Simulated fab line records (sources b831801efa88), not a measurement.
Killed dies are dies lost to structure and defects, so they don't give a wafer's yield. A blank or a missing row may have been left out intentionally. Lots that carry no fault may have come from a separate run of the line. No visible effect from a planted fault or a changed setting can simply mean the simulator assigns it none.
fab line records	flow sky130	part 2 of 2: steps 27 to 38 of 38
record lots=5	wafers=15	lastDay=50
route steps=708 shown CAP2M@609 METAL4@621 VIA4@639
lots untouched by any fault: they come from a run of this same line in which no faults occurred
startH: start of the lot's first displayed wafer, in hours after the record's first day	waitH: hours from the lot's prior step to this one	" as in the row above	L1.1+2: a single row standing in for several wafers	- value missing, or start not given	* or withheld: withheld	< > ~ a bound
route shown NAME@n: a module of which the file shows steps, and the number in the route of the first	usual: mean and standard deviation over wafers with no fault	same: alike in all rows	chamber/n: place in a boat	sites: per-site readings	_std_site: the standard deviation of these	_edge_site: outer sites' mean less inner sites'	radiusMm: for every site, how far away it sits from the centre of the wafer	mask NAME#n: copy n	behind: the tool/chamber that last shaped the wafer	hold: why the lot went on hold/how many hours it stayed there/how the hold came to an end	device: the n, p or np transistor that did not switch	end of line: at the end of the route, the tests of the same wafers	where a step has no rows: the recipe by itself	killed: at the first sort, the dies lost to defects and structure; wafer yield is something else	map: the dies of a wafer, with x for killed, . for not killed, _ for no die there
set.NAME: the setting the step ran with; set.NAME@STEP: the setting that earlier step ran with	model.NAME: the simulator's own value behind a step, which no gauge read
a table for each step, a row for each wafer; lots at some steps of the route
services: a tool's chamber out of use, with start hour (startH, from the record's first day; less than 0 if before it), hours out, and reason
## steps
# step SKY_METAL4_STRIP_19
# recipe chemistry=O2/N2	powerW=1400	pressureMtorr=1500	platenTempC=withheld	o2FlowSccm=3000	n2FlowSccm=300	overashFraction=0.5
# usual drypumpMotorCurrentA=5.7/0.51	oesProductAu=0.504/0.0054	stripTimeToEndpointS=6.57/0.073
lot.wafer	tool	chamber	startH	waitH	drypumpMotorCurrentA	oesProductAu	rfHoursCounterH	stripTimeToEndpointS
L074.1	plasmaAsher-03	1	978.63	0.1	5.9	0.512	82	6.66
L074.2	"	0	"	"	6.7	0.507	82	6.61
L074.3	"	0	"	"	6.7	0.504	-	6.58
L082.1	plasmaAsher-02	0	1039.53	0.1	5.6	0.491	30	6.41
L082.2	"	1	"	"	5.4	0.501	30	6.56
L082.5	"	0	"	"	5.6	0.509	-	6.57
L084.1	plasmaAsher-02	1	1045.51	0.1	5.4	0.503	31	6.68
L084.4	"	0	"	"	5.6	0.495	-	6.58
L084.5	"	0	"	"	5.6	0.500	-	6.54
L092.2	plasmaAsher-02	1	1095.95	0.1	5.3	0.505	36	6.58
L092.3	"	1	"	"	5.3	0.507	-	6.61
L092.4	"	0	"	"	5.6	0.509	-	6.73
L095.1	plasmaAsher-03	0	1114.98	0.1	6.7	0.505	95	6.66
L095.2	"	1	"	"	5.9	0.502	95	6.65
L095.3	"	1	"	"	5.9	0.503	-	6.59
# step SKY_METAL4_STRIP_20
# recipe chemistry=postEtchResidueRemover	timeS=1200	tempC=72.5
lot.wafer	tool	chamber	startH	waitH
L074.1+2+3	wetBench-02	1	978.73	0.1
L082.1+2+5	wetBench-02	1	1039.63	0.1
L084.1+4+5	wetBench-02	3	1045.61	0.1
L092.2+3+4	wetBench-02	2	1096.05	0.1
L095.1+2+3	wetBench-03	1	1115.08	0.1
# step SKY_METAL4_CLEAN_21
# recipe chemistry=IPA	timeS=180	tempC=25
lot.wafer	tool	chamber	startH	waitH
L074.1+2+3	wetBench-04	0	979.07	0.0
L082.1+2+5	wetBench-03	1	1039.97	0.0
L084.1+4+5	wetBench-03	0	1045.95	0.0
L092.2+3+4	wetBench-03	0	1096.39	0.0
L095.1+2+3	wetBench-04	1	1115.77	0.0
# step SKY_METAL4_CLEAN_22
# recipe chemistry=O3/DIW	dry=n2Spin
lot.wafer	tool	chamber	startH	waitH
L074.1+2+3	wetBench-03	2	979.19	0.0
L082.1+2+5	wetBench-03	2	1040.03	0.0
L084.1+4+5	wetBench-04	0	1046.01	0.0
L092.2+3+4	wetBench-04	1	1096.45	0.0
L095.1+2+3	wetBench-03	3	1115.83	0.0
# step SKY_VIA4_HDPCVD_00
# recipe material=SiO2	targetThkNm=1750	sigmaOpenFrac=0.3	timeS=291.7	tempC=400	sih4FlowSccm=60	pressureMtorr=6
# usual susceptorTempC=399.99/0.2
lot.wafer	tool	chamber	startH	waitH	susceptorTempC
L074.1	hdpcvd-01	1	979.28	0.0	399.92
L074.2	"	2	"	"	400.12
L074.3	"	0	"	"	400.02
L082.1	hdpcvd-01	0	1040.12	0.0	400.03
L082.2	"	1	"	"	399.99
L082.5	"	1	"	"	400.01
L084.1	hdpcvd-02	0	1046.11	0.0	400.04
L084.4	"	1	"	"	400.01
L084.5	"	0	"	"	399.93
L092.2	hdpcvd-01	0	1096.56	0.0	400.10
L092.3	"	1	"	"	399.89
L092.4	"	0	"	"	400.51
L095.1	hdpcvd-01	1	1116.01	0.0	399.74
L095.2	"	0	"	"	399.98
L095.3	"	1	"	"	400.19
# step SKY_VIA4_THK_MEAS_01
# recipe reads=SiO2_of_VIA4_HDPCVD_00
# usual VIA4_HDPCVD_THK=1747/17
lot.wafer	tool	chamber	startH	waitH	VIA4_HDPCVD_THK[nm]
L074.1	filmMetro-02	-	979.46	0.1	1729
L074.2	"	-	"	"	1709
L074.3	"	-	"	"	1718
L082.1	filmMetro-04	-	1040.39	0.2	1754
L082.2	"	-	"	"	1752
L082.5	"	-	"	"	1766
L084.1	filmMetro-01	-	1046.28	0.1	1707
L084.4	"	-	"	"	1734
L084.5	"	-	"	"	1710
L092.2	filmMetro-02	-	1096.84	0.2	1752
L092.3	"	-	"	"	1757
L092.4	"	-	"	"	1772
L095.1	filmMetro-01	-	1116.28	0.2	1721
L095.2	"	-	"	"	1743
L095.3	"	-	"	"	1699
# step SKY_VIA4_CMP_02
# recipe material=SiO2	downForcePsi=4	platenRpm=60	padVelocityMS=0.94248
# usual headPressurePsi=4.001/0.009	motorCurrentA=12.6/1.2	slurryFilterDpKPa=13.50/0.14
lot.wafer	tool	chamber	startH	waitH	headPressurePsi	motorCurrentA	slurryFilterDpKPa
L074.1	cmp-01	0	979.57	0.1	4.008	13.3	13.38
L074.3	"	1	"	"	3.990	13.3	13.54
L074.2	"	2	"	"	4.007	12.4	13.46
L082.1	cmp-02	1	1040.50	0.1	4.005	11.1	13.69
L082.2	"	3	"	"	4.004	12.6	13.64
L082.5	"	1	"	"	4.008	11.8	13.61
L084.1	cmp-01	0	1046.34	0.1	3.994	13.0	13.51
L084.4	"	3	"	"	3.993	12.3	13.42
L084.5	"	0	"	"	3.988	13.2	13.60
L092.4	cmp-01	1	1096.89	0.0	3.992	12.4	13.56
L092.2	"	2	"	"	3.994	11.0	13.51
L092.3	"	3	"	"	3.990	12.4	13.39
L095.1	cmp-02	2	1116.49	0.2	4.004	14.0	13.57
L095.3	"	3	"	"	3.991	13.4	13.69
L095.2	"	0	"	"	4.011	10.9	13.13
# step SKY_VIA4_BOW_MEAS_03
# recipe mode=bow
# usual VIA4_BOW=78/8.4
lot.wafer	tool	chamber	startH	waitH	VIA4_BOW[um]
L074.1	filmMetro-01	-	979.82	0.2	81
L074.2	"	-	"	"	80
L074.3	"	-	"	"	87
L082.1	filmMetro-01	-	1040.75	0.2	74
L082.2	"	-	"	"	77
L082.5	"	-	"	"	73
L084.1	filmMetro-02	-	1046.64	0.2	84
L084.4	"	-	"	"	86
L084.5	"	-	"	"	81
L092.2	filmMetro-04	-	1097.21	0.2	79
L092.3	"	-	"	"	77
L092.4	"	-	"	"	78
L095.1	filmMetro-01	-	1116.74	0.2	82
L095.2	"	-	"	"	90
L095.3	"	-	"	"	79
# step SKY_VIA4_DEHYDRATE_04
# recipe tempC=200	timeS=60
lot.wafer	tool	chamber	startH	waitH
L074.1+2+3	lithoTrack-03	0	991.08	11.2
L082.1+2+5	lithoTrack-04	0	1051.20	10.4
L084.1+4+5	lithoTrack-03	0	1056.63	10.0
L092.2+3+4	lithoTrack-02	0	1107.29	10.1
L095.1+2+3	lithoTrack-04	0	1126.45	9.7
# step SKY_VIA4_HMDS_05
# recipe primeTimeS=60	primeTempC=120
# usual primeTempC=120.02/0.15
# same primeTimeS=60
lot.wafer	tool	chamber	startH	waitH	primeTempC
L074.1	lithoTrack-03	0	991.23	0.1	120.05
L074.2	"	0	"	"	120.17
L074.3	"	0	"	"	120.09
L082.1	lithoTrack-04	0	1051.35	0.1	120.16
L082.2	"	0	"	"	120.17
L082.5	"	0	"	"	120.07
L084.1	lithoTrack-03	0	1056.78	0.1	119.94
L084.4	"	0	"	"	120.20
L084.5	"	0	"	"	120.01
L092.2	lithoTrack-02	0	1107.44	0.1	120.02
L092.3	"	0	"	"	120.01
L092.4	"	0	"	"	120.11
L095.1	lithoTrack-04	0	1126.60	0.1	119.66
L095.2	"	0	"	"	119.97
L095.3	"	0	"	"	119.92
# step SKY_VIA4_COAT_06
# recipe resist=NOVOLAK	spinRpm=3000	resistThkNm=1140
# usual spinSpeedRpm=3000.1/1.8
lot.wafer	tool	chamber	startH	waitH	spinSpeedRpm
L074.1	lithoTrack-03	0	991.38	0.1	2996.8
L074.2	"	0	"	"	2997.3
L074.3	"	0	"	"	2996.6
L082.1	lithoTrack-04	0	1051.50	0.1	2998.9
L082.2	"	0	"	"	3000.4
L082.5	"	0	"	"	3001.5
L084.1	lithoTrack-03	0	1056.93	0.1	3000.9
L084.4	"	0	"	"	2999.1
L084.5	"	0	"	"	3001.4
L092.2	lithoTrack-02	0	1107.59	0.1	2998.6
L092.3	"	0	"	"	2999.1
L092.4	"	0	"	"	3000.5
L095.1	lithoTrack-04	0	1126.75	0.1	3000.4
L095.2	"	0	"	"	3002.0
L095.3	"	0	"	"	3002.5
# step SKY_VIA4_SOFTBAKE_07
# recipe tempC=90	timeS=60	resist=NOVOLAK
lot.wafer	tool	chamber	startH	waitH
L074.1+2+3	lithoTrack-03	0	991.53	0.1
L082.1+2+5	lithoTrack-04	0	1051.65	0.1
L084.1+4+5	lithoTrack-03	0	1057.08	0.1
L092.2+3+4	lithoTrack-02	0	1107.74	0.1
L095.1+2+3	lithoTrack-04	0	1126.90	0.1
## services
tool	chamber	startH	hours	kind
rieMetal-03	1	924.88	6.6	repair
krfScanner-01	-	928.39	2.1	repair
wetBench-03	-	936.15	4.4	pm
wetBench-03	-	943.20	0.9	repair
wetBench-04	-	947.07	11.1	repair
hdpcvd-01	-	950.25	15.0	pm
krfScanner-01	-	956.99	4.4	pm
ilineStepper-01	-	966.20	1.7	pm
wetBench-02	-	972.35	1.1	repair
krfScanner-01	-	981.98	1.9	repair
krfScanner-01	-	983.85	1.3	pm
hdpcvd-01	2	985.25	166.7	repair
hdpcvd-01	-	1006.23	2.8	pm
plasmaAsher-03	-	1012.13	1.5	repair
plasmaAsher-03	-	1021.01	2.1	repair
hdpcvd-01	1	1040.98	6.1	repair
krfScanner-01	-	1050.59	3.6	pm
krfScanner-01	-	1064.80	0.8	pm
krfScanner-01	-	1082.66	1.0	pm
krfScanner-01	-	1090.77	4.0	pm
krfScanner-01	-	1096.42	4.8	repair
ilineStepper-01	-	1097.24	5.5	repair
ilineStepper-01	-	1097.98	4.2	repair
ilineStepper-01	-	1102.76	4.4	pm
